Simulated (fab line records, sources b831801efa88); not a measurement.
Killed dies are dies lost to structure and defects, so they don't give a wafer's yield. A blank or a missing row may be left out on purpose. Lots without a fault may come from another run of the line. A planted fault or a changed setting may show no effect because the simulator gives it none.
fab line records | flow sky130
record lots=6 wafers=18 last_day=49
route steps=708 shown CONTACT@421 METAL1@434 PAD_OPEN@708
lots that met no fault: from a run of the same line without faults
start_h: hours from the record's first day to the start of the lot's first wafer shown | wait_h: hours since the lot's step before | " the same as in the row above | L1.1+2: a row that stands for several wafers | - no value, or no start given | * or withheld: withheld | < > ~ a bound
route shown NAME@n: a module of which the file shows steps, and the number in the route of the first | usual: mean/standard deviation of fault-free wafers | same: alike in all rows | chamber/n: place in a boat | sites: the reading at each site | _std_site: their standard deviation | _edge_site: outer sites' mean less inner sites' | radius_mm: how far each site lies from the wafer's centre | mask NAME#n: copy n | behind: the tool/chamber that last shaped the wafer | hold: why the lot was held/for how many hours/how that ended | device: the transistor (n, p or np) that didn't switch | end of line: the same wafers' tests at the end of the route | a step without rows: its recipe alone | killed: dies lost to structure and defects at the first sort, not the wafer's yield | map: a wafer's dies, x killed, . not, _ none there
set.NAME: the setting as run; set.NAME@STEP: as run at that earlier step | model.NAME: the simulator's own value behind a step, which no gauge read
lots at some steps of the route; a table a step, a row a wafer
services: from which hour (start_h, from the record's first day; less than 0 if before it) a tool's chamber was out of use, for how many hours, and why
## steps
# step SKY_CONTACT_OVL_MEAS_15
# usual CONTACT_OVL=1/5.4
# columns lot.wafer tool chamber start_h wait_h CONTACT_OVL[nm]
L185.1 overlay-01 - 751.92 0.1 4
L185.2 " - " " -1
L185.4 " - " " 2
L187.3 overlay-01 - 771.89 0.1 -3
L187.4 " - " " -2
L187.6 " - " " -3
L193.2 overlay-01 - 818.32 0.1 -4
L193.3 " - " " -3
L193.5 " - " " 2
L195.1 overlay-02 - 825.27 0.1 3
L195.3 " - " " 4
L195.6 " - " " 4
L197.1 overlay-01 - 844.28 0.1 4
L197.2 " - " " 1
L197.3 " - " " 1
L200.1 overlay-02 - 866.61 0.1 5
L200.5 " - " " 3
L200.6 " - " " -2
# step SKY_CONTACT_ETCH_16
# recipe chemistry=N2/H2 target=BARC ion_energy_ev=200 source_w=500 bias_w=100 pressure_mtorr=30 n2_flow_sccm=100 h2_flow_sccm=200 stop_on=SiO2 time_s=45.9 target_depth_a=600
# usual bias_w=100.00/0.28 drypump_motor_current_A=5.7/0.35 oes_product_au=0.855/0.005 throttle_valve_pct=13.225/0.0086
# columns lot.wafer tool chamber start_h wait_h bias_w drypump_motor_current_A oes_product_au rf_hours_counter_h throttle_valve_pct
L185.1 rie_diel-02 0 751.96 0.0 99.66 6.3 0.858 25 13.220
L185.2 " 1 " " 100.53 5.7 0.852 41 13.223
L185.4 " 2 " " 99.86 6.1 0.854 4 13.237
L187.3 rie_diel-03 2 771.91 0.0 99.60 6.3 0.858 6 13.217
L187.4 " 1 " " 100.25 5.8 0.861 7 13.227
L187.6 " 0 " " 100.01 6.1 0.858 - 13.218
L193.2 rie_diel-01 3 818.35 0.0 99.90 5.5 0.857 16 13.226
L193.3 " 2 " " 99.88 5.4 0.848 9 13.231
L193.5 " 3 " " 99.92 5.5 0.851 - 13.212
L195.1 rie_diel-03 2 825.31 0.0 99.83 6.2 0.856 7 13.222
L195.3 " 0 " " 99.92 6.1 0.854 11 13.234
L195.6 " 2 " " 100.41 6.3 0.858 - 13.221
L197.1 rie_diel-02 2 844.31 0.0 99.93 6.1 0.859 7 13.233
L197.2 " 1 " " 99.64 5.7 0.854 1 13.219
L197.3 " 0 " " 100.10 6.3 0.856 28 13.220
L200.1 rie_diel-03 0 866.65 0.0 99.68 6.1 0.862 13 13.216
L200.5 " 0 " " 99.99 6.1 0.850 - 13.206
L200.6 " 1 " " 99.91 5.8 0.845 - 13.236
# step SKY_CONTACT_ETCH_17
# recipe target=SiO2 chemistry=C4F8/O2/Ar stop_on=Si3N4 mask_material=KrF-thick source_w=1500 bias_w=1200 pressure_mtorr=40 c4f8_flow_sccm=withheld O2_flow_sccm=6 Ar_flow_sccm=300 time_s=withheld target_depth_a=3400
# step SKY_CONTACT_ETCH_18
# recipe target=Si3N4 chemistry=CHF3/O2 stop_on=TiN source_w=600 bias_w=200 pressure_mtorr=40 chf3_flow_sccm=50 O2_flow_sccm=5 time_s=39 target_depth_a=750
# step SKY_CONTACT_STRIP_19
# recipe chemistry=O2/N2 power_w=1400 pressure_mtorr=1500 platen_temp_c=withheld o2_flow_sccm=3000 n2_flow_sccm=300 overash_fraction=0.5
# usual drypump_motor_current_A=5.9/0.46 oes_product_au=0.380/0.005 strip_time_to_endpoint_s=3.61/0.042
# columns lot.wafer tool chamber start_h wait_h drypump_motor_current_A oes_product_au rf_hours_counter_h strip_time_to_endpoint_s
L185.1 plasma_asher-01 1 752.09 - 5.9 0.371 90 3.61
L185.2 " 0 " " 6.2 0.383 90 3.68
L185.4 " 0 " " 6.2 0.376 - 3.61
L187.3 plasma_asher-01 0 772.07 - 6.2 0.381 - 3.58
L187.4 " 1 " " 5.9 0.386 - 3.66
L187.6 " 1 " " 5.9 0.378 - 3.63
L193.2 plasma_asher-03 1 818.48 - 6.5 0.381 7 3.56
L193.3 " 0 " " 5.8 0.380 - 3.61
L193.5 " 1 " " 6.5 0.381 - 3.57
L195.1 plasma_asher-02 1 825.44 - 5.2 0.374 67 3.63
L195.3 " 1 " " 5.2 0.374 - 3.67
L195.6 " 1 " " 5.2 0.377 - 3.61
L197.1 plasma_asher-02 0 844.45 - 6.4 0.383 69 3.53
L197.2 " 1 " " 5.2 0.385 69 3.59
L197.3 " 0 " " 6.4 0.383 - 3.59
L200.1 plasma_asher-01 1 866.78 - 5.9 0.379 101 3.63
L200.5 " 1 " " 5.9 0.383 - 3.62
L200.6 " 0 " " 6.2 0.390 - 3.66
# step SKY_CONTACT_STRIP_20
# recipe chemistry=post_etch_residue_remover time_s=1200 temp_c=72.5
# step SKY_CONTACT_CLEAN_21
# recipe chemistry=IPA time_s=180 temp_c=25
# step SKY_CONTACT_CLEAN_22
# recipe chemistry=O3/DIW dry=n2_spin
# step SKY_CONTACT_SPUTTER_23
# recipe material=TiN target_thk_nm=20 chamber_pressure_pa=5 power_w=4000 time_s=80
# usual throttle_valve_pct=30.0/0.71
# columns lot.wafer tool chamber start_h wait_h throttle_valve_pct
L185.1 pvd_sputter-01 - 752.68 0.0 29.7
L185.2 " - " " 30.1
L185.4 " - " " 29.8
L187.3 pvd_sputter-01 - 772.63 0.0 29.6
L187.4 " - " " 29.9
L187.6 " - " " 30.4
L193.2 pvd_sputter-01 - 819.07 0.0 29.8
L193.3 " - " " 29.8
L193.5 " - " " 29.9
L195.1 pvd_sputter-04 - 826.07 0.0 30.5
L195.3 " - " " 29.2
L195.6 " - " " 30.3
L197.1 pvd_sputter-03 - 845.13 0.0 28.5
L197.2 " - " " 31.5
L197.3 " - " " 29.8
L200.1 pvd_sputter-01 - 867.37 0.0 30.2
L200.5 " - " " 29.6
L200.6 " - " " 30.3
# step SKY_CONTACT_CVD_24
# recipe material=W target_thk_nm=340 time_s=102.12 temp_c=400 pressure_torr=40
# usual chamber_pressure_Torr=40.01/0.092 heater_power_w=902/75 susceptor_temp_C=399.96/0.22
# columns lot.wafer tool chamber start_h wait_h chamber_pressure_Torr heater_power_w susceptor_temp_C
L185.1 cvd_w-02 1 752.74 0.0 40.01 906 399.79
L185.2 " 0 " " 39.98 791 399.57
L185.4 " 0 " " 39.97 793 400.05
L187.3 cvd_w-02 0 772.73 0.1 39.96 799 399.88
L187.4 " 1 " " 39.88 913 400.36
L187.6 " 1 " " 39.96 907 400.35
L193.2 cvd_w-01 0 819.13 0.0 39.95 996 399.58
L193.3 " 0 " " 39.88 1001 399.96
L193.5 " 1 " " 39.94 991 400.00
L195.1 cvd_w-02 0 826.13 0.0 40.00 821 400.11
L195.3 " 1 " " 40.10 946 399.99
L195.6 " 1 " " 40.07 900 400.17
L197.1 cvd_w-02 0 845.19 0.0 40.10 791 399.79
L197.2 " 1 " " 40.08 932 400.22
L197.3 " 1 " " 39.94 924 399.86
L200.1 cvd_w-02 1 867.43 0.0 39.92 922 400.02
L200.5 " 1 " " 39.90 923 400.24
L200.6 " 0 " " 40.02 817 399.94
# step SKY_CONTACT_RS_MEAS_25
# recipe thk_meas_gauge=four-point-probe reads=W_of_CONTACT_CVD_24+TiN_of_CONTACT_SPUTTER_23
# usual CONTACT_W_RS=0.338/0.0049
# columns lot.wafer tool chamber start_h wait_h CONTACT_W_RS[ohm/sq]
L185.1 film_metro-02 - 752.85 0.1 0.339
L185.2 " - " " 0.345
L185.4 " - " " 0.340
L187.3 film_metro-04 - 772.84 0.1 0.340
L187.4 " - " " 0.337
L187.6 " - " " 0.341
L193.2 film_metro-04 - 819.26 0.1 0.337
L193.3 " - " " 0.339
L193.5 " - " " 0.329
L195.1 film_metro-04 - 826.24 0.1 0.338
L195.3 " - " " 0.337
L195.6 " - " " 0.341
L197.1 film_metro-04 - 845.30 0.1 0.343
L197.2 " - " " 0.343
L197.3 " - " " 0.339
L200.1 film_metro-01 - 867.54 0.1 0.337
L200.5 " - " " 0.337
L200.6 " - " " 0.342
# step SKY_CONTACT_THK_MEAS_26
# recipe thk_meas_gauge=xrf reads=W_of_CONTACT_CVD_24
# usual CONTACT_W_THK=340/5.5
# columns lot.wafer tool chamber start_h wait_h CONTACT_W_THK[nm]
L185.1 film_metro-02 - 752.97 0.1 339
L185.2 " - " " 334
L185.4 " - " " 340
L187.3 film_metro-04 - 772.94 0.1 337
L187.4 " - " " 338
L187.6 " - " " 334
L193.2 film_metro-04 - 819.37 0.1 334
L193.3 " - " " 335
L193.5 " - " " 344
L195.1 film_metro-04 - 826.36 0.1 335
L195.3 " - " " 336
L195.6 " - " " 331
L197.1 film_metro-04 - 845.42 0.1 337
L197.2 " - " " 334
L197.3 " - " " 340
L200.1 film_metro-01 - 867.66 0.1 342
L200.5 " - " " 342
L200.6 " - " " 336
# step SKY_CONTACT_CMP_27
# recipe stop_on=SiO2 t_overpolish_s=15 down_force_psi=3.5 platen_rpm=60 target_thk_nm=0 pad_velocity_m_s=0.94248
# usual edge_zone_pressure_frac=1.000/0.0053 motor_current_A=10.6/1 overpolish_run_s=15.000/0.0089 time_to_endpoint_s=81/4.2
# columns lot.wafer tool chamber start_h wait_h edge_zone_pressure_frac motor_current_A overpolish_run_s time_to_endpoint_s
L185.4 cmp-01 2 753.03 0.0 1.001 9.7 14.991 82
L185.2 " 3 " " 1.006 9.3 15.008 81
L185.1 " 1 " " 0.999 9.5 15.001 82
L187.4 cmp-02 1 773.03 0.1 0.998 10.8 14.996 78
L187.3 " 2 " " 1.001 12.5 15.000 72
L187.6 " 1 " " 0.993 10.7 14.997 80
L193.3 cmp-01 2 819.47 0.1 1.001 9.8 15.018 82
L193.2 " 3 " " 1.002 8.5 0.044 126
L193.5 " 1 " " 1.001 10.0 0.032 128
L195.1 cmp-01 1 826.47 0.1 1.001 9.5 15.003 84
L195.3 " 2 " " 0.997 9.2 15.021 84
L195.6 " 0 " " 1.003 11.3 0.041 125
L197.1 cmp-02 3 845.48 0.1 0.994 11.3 15.003 79
L197.2 " 0 " " 0.991 11.6 14.988 80
L197.3 " 2 " " 0.999 12.1 15.005 75
L200.1 cmp-02 2 867.87 0.2 0.991 12.5 14.995 71
L200.6 " 3 " " 0.996 10.8 14.992 76
L200.5 " 0 " " 1.009 11.4 15.000 78
# step SKY_METAL1_SPUTTER_00
# recipe material=Ti target_thk_nm=15 power_w=3000 time_s=10 chamber_pressure_pa=0.4
# usual throttle_valve_pct=29.9/1.1
# columns lot.wafer tool chamber start_h wait_h throttle_valve_pct
L185.1 pvd_sputter-03 - 753.33 0.1 30.2
L185.2 " - " " 31.2
L185.4 " - " " 29.8
L187.3 pvd_sputter-03 - 773.28 0.1 30.0
L187.4 " - " " 31.4
L187.6 " - " " 30.2
L193.3 pvd_sputter-03 - 819.72 0.2 31.5
L195.1 pvd_sputter-02 - 826.72 0.2 30.0
L195.3 " - " " 29.1
L197.1 pvd_sputter-01 - 845.78 0.2 30.1
L197.2 " - " " 30.4
L197.3 " - " " 29.8
L200.1 pvd_sputter-03 - 868.02 0.1 28.9
L200.5 " - " " 30.0
L200.6 " - " " 31.5
# step SKY_PAD_OPEN_PROBE_99
# usual killed_at_M0_to_M3=43/6.6 killed_at_M4_up=3.4/1.8 killed_at_contacts=24/5.7 killed_at_front_end=15/4.2 killed_at_other=0.3/0.58 killed_dies=86/8 killed_on_rim=16/3.9 killed_open=46/7.2 killed_short=39/5.8
# same gross_dies=492 killed_at_back_side=0
# columns lot.wafer tool chamber start_h wait_h killed_at_M0_to_M3 killed_at_M4_up killed_at_contacts killed_at_front_end killed_at_other killed_dies killed_on_rim killed_open killed_short
L185.1 prober-02 - 1092.00 0.1 42 3 22 16 0 83 17 36 46
L185.2 prober-02 - 1092.05 0.1 35 4 26 15 1 81 11 41 40
L185.4 prober-02 - 1092.15 0.2 39 1 22 14 2 78 14 33 44
L187.3 prober-02 - 1105.82 0.2 38 2 28 9 0 77 15 43 34
L187.4 prober-02 - 1105.87 0.2 47 5 30 13 0 95 14 63 31
L187.6 prober-02 - 1105.97 0.2 34 6 25 18 0 83 17 39 44
L193.2 prober-02 - 1142.10 0.1 44 4 430 14 0 492 96 51 45
L193.5 prober-02 - 1142.25 0.2 41 5 423 23 0 492 96 61 43
L195.6 prober-01 - 1147.48 0.2 49 3 423 17 0 492 96 45 47
L200.5 prober-02 - 1174.78 0.2 50 5 16 16 0 87 13 43 44
L200.6 prober-02 - 1174.83 0.2 50 3 22 11 0 86 12 42 44
# killed by level:class
L185.1 CONTACT:geometric_particle:open=12 VIA3:geometric_particle:open=8 VIA2:geometric_particle:short=6 CONTACT:geometric_particle:short=6 VIA1:geometric_particle:open=6 METAL2:geometric_particle:short=6 METAL1:geometric_particle:short=5 POLY_GATE:geometric_particle:short=4
L185.2 VIA1:geometric_particle:open=11 LI_CONTACT:geometric_particle:open=10 CONTACT:geometric_particle:open=6 METAL2:geometric_particle:short=6 FIELD_ISO:geometric_particle:short=4 VIA2:geometric_particle:short=4 POLY_CUT:geometric_particle:short=3 LI_CONTACT:geometric_particle:short=3
L185.4 METAL1:geometric_particle:short=10 VIA2:geometric_particle:open=8 LI_CONTACT:geometric_particle:short=6 METAL2:geometric_particle:short=6 VIA1:geometric_particle:open=5 CONTACT:geometric_particle:short=5 FIELD_ISO:geometric_particle:open=4 FIELD_ISO:geometric_particle:short=3
L187.3 VIA3:geometric_particle:open=9 LI_CONTACT:geometric_particle:open=8 VIA1:geometric_particle:short=8 CONTACT:geometric_particle:open=7 LOCAL_INTERCONNECT:geometric_particle:short=6 VIA1:geometric_particle:open=6 METAL2:geometric_particle:short=5 FIELD_ISO:geometric_particle:short=3
L187.4 CONTACT:geometric_particle:open=16 VIA1:geometric_particle:open=11 VIA2:geometric_particle:open=9 LI_CONTACT:geometric_particle:open=7 VIA3:geometric_particle:open=7 FIELD_ISO:geometric_particle:open=4 CONTACT:geometric_particle:short=4 METAL1:geometric_particle:short=4
L187.6 CONTACT:geometric_particle:open=12 FIELD_ISO:geometric_particle:short=6 CONTACT:geometric_particle:short=6 VIA1:geometric_particle:short=6 METAL1:geometric_particle:short=5 VIA1:geometric_particle:open=5 VIA2:geometric_particle:short=5 LI_CONTACT:geometric_particle:open=4
L193.2 CONTACT:area_cmp=396 LI_CONTACT:geometric_particle:open=11 CONTACT:geometric_particle:open=9 VIA1:geometric_particle:open=9 METAL2:geometric_particle:short=7 VIA3:geometric_particle:open=6 CONTACT:geometric_particle:short=6 LI_CONTACT:geometric_particle:short=5
L193.5 CONTACT:area_cmp=387 CONTACT:geometric_particle:open=14 LI_CONTACT:geometric_particle:open=9 CONTACT:geometric_particle:short=8 FIELD_ISO:geometric_particle:open=7 VIA2:geometric_particle:open=7 VIA1:geometric_particle:open=6 VIA3:geometric_particle:open=6
L195.6 CONTACT:area_cmp=399 CONTACT:geometric_particle:open=12 VIA1:geometric_particle:open=9 VIA3:geometric_particle:open=8 VIA3:geometric_particle:short=7 METAL1:geometric_particle:short=6 METAL2:geometric_particle:short=5 CONTACT:geometric_particle:short=4
L200.5 VIA1:geometric_particle:open=14 VIA3:geometric_particle:open=7 CONTACT:geometric_particle:short=6 METAL2:geometric_particle:short=6 VIA2:geometric_particle:open=6 FIELD_ISO:geometric_particle:short=5 SPACER:geometric_particle:short=5 METAL1:geometric_particle:short=5
L200.6 VIA1:geometric_particle:open=13 METAL1:geometric_particle:short=7 LI_CONTACT:geometric_particle:open=6 VIA2:geometric_particle:open=6 LOCAL_INTERCONNECT:geometric_particle:short=5 CONTACT:geometric_particle:short=5 CONTACT:geometric_particle:open=5 VIA1:geometric_particle:short=5
# map L193.2 (x killed, . not)
__________xxxxxxxxxx_________
________xxxxxxxxxxxxxx_______
______xxxxxxxxxxxxxxxxxx_____
_____xxxxxxxxxxxxxxxxxxxx____
____xxxxxxxxxxxxxxxxxxxxxx___
___xxxxxxxxxxxxxxxxxxxxxxxx__
__xxxxxxxxxxxxxxxxxxxxxxxxxx_
_xxxxxxxxxxxxxxxxxxxxxxxxxxxx
_xxxxxxxxxxxxxxxxxxxxxxxxxxxx
_xxxxxxxxxxxxxxxxxxxxxxxxxxxx
_xxxxxxxxxxxxxxxxxxxxxxxxxxxx
_xxxxxxxxxxxxxxxxxxxxxxxxxxxx
_xxxxxxxxxxxxxxxxxxxxxxxxxxxx
_xxxxxxxxxxxxxxxxxxxxxxxxxxxx
_xxxxxxxxxxxxxxxxxxxxxxxxxxxx
__xxxxxxxxxxxxxxxxxxxxxxxxxx_
___xxxxxxxxxxxxxxxxxxxxxxxx__
____xxxxxxxxxxxxxxxxxxxxxx___
_____xxxxxxxxxxxxxxxxxxxx____
______xxxxxxxxxxxxxxxxxx_____
________xxxxxxxxxxxxxx_______
__________xxxxxxxxxx_________
# map L195.6 (x killed, . not)
__________xxxxxxxxxx_________
________xxxxxxxxxxxxxx_______
______xxxxxxxxxxxxxxxxxx_____
_____xxxxxxxxxxxxxxxxxxxx____
____xxxxxxxxxxxxxxxxxxxxxx___
___xxxxxxxxxxxxxxxxxxxxxxxx__
__xxxxxxxxxxxxxxxxxxxxxxxxxx_
_xxxxxxxxxxxxxxxxxxxxxxxxxxxx
_xxxxxxxxxxxxxxxxxxxxxxxxxxxx
_xxxxxxxxxxxxxxxxxxxxxxxxxxxx
_xxxxxxxxxxxxxxxxxxxxxxxxxxxx
_xxxxxxxxxxxxxxxxxxxxxxxxxxxx
_xxxxxxxxxxxxxxxxxxxxxxxxxxxx
_xxxxxxxxxxxxxxxxxxxxxxxxxxxx
_xxxxxxxxxxxxxxxxxxxxxxxxxxxx
__xxxxxxxxxxxxxxxxxxxxxxxxxx_
___xxxxxxxxxxxxxxxxxxxxxxxx__
____xxxxxxxxxxxxxxxxxxxxxx___
_____xxxxxxxxxxxxxxxxxxxx____
______xxxxxxxxxxxxxxxxxx_____
________xxxxxxxxxxxxxx_______
__________xxxxxxxxxx_________
## services
# columns tool chamber start_h hours kind
plasma_asher-03 - 733.80 9.0 pm
cvd_w-01 - 736.79 0.7 repair
cmp-02 - 744.14 4.0 pm
pvd_sputter-03 - 753.50 4.7 repair
pvd_sputter-02 - 759.96 1.9 repair
rie_diel-01 1 768.08 6.9 repair
rie_diel-01 3 771.41 4.1 repair
pvd_sputter-02 - 771.96 11.7 repair
rie_diel-03 1 776.92 6.4 repair
pvd_sputter-01 3 790.37 - consumable_replace:kit
pvd_sputter-01 3 790.37 18.0 scheduled_down
rie_diel-03 0 796.21 4.7 repair
rie_diel-02 - 800.67 0.4 repair
cmp-01 - 813.30 3.9 pm
rie_diel-03 1 814.35 20.0 repair
rie_diel-03 0 815.58 2.5 repair
rie_diel-01 - 816.11 1.1 repair
cmp-01 - 817.84 1.2 repair
cvd_w-01 - 827.64 0.4 repair
cmp-02 - 829.48 1.1 repair
rie_diel-03 2 834.76 3.8 repair
rie_diel-03 3 843.83 11.1 repair
rie_diel-02 - 858.37 0.4 repair
rie_diel-01 0 865.99 36.1 repair
## key
first_sign step=SKY_CONTACT_CMP_27 reading=overpolish_run_s direction=down sigmas=99+ usual=15.000 struck=0.039
effect step=SKY_CONTACT_CMP_27 reading=time_to_endpoint_s direction=up sigmas=11 usual=* struck=*
effect step=SKY_PAD_OPEN_PROBE_99 reading=killed_at_contacts direction=up sigmas=70 usual=24 struck=425
more_kills_born_at SKY_CONTACT_CMP_27@cmp-01=1182
met_at SKY_CONTACT_CMP_27
struck_wafers L193.2,L193.5,L195.6
later_rows_left_out L193.2,L193.5,L195.6
tester_left_out L193,L195
onset_between 753.03 819.47
fault kind=process_parameter_drift tool=cmp-01 chamber=- onset_h=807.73 steps=SKY_CONTACT_CMP_27 channel=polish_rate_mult offset=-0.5 shape=step end_h=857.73 scope=struck_wafers_only
# tester_left_out: of these lots the tester's yield and bins aren't shown, on N5 and GAA mostly nor the transistor test; their killed dies are dies lost to structure and defects alone, not to doping, threshold or leakage, so they don't give the yield
# later_rows_left_out: the simulator's readings of these wafers behind a module that went badly wrong aren't trusted and aren't shown, but for the sort
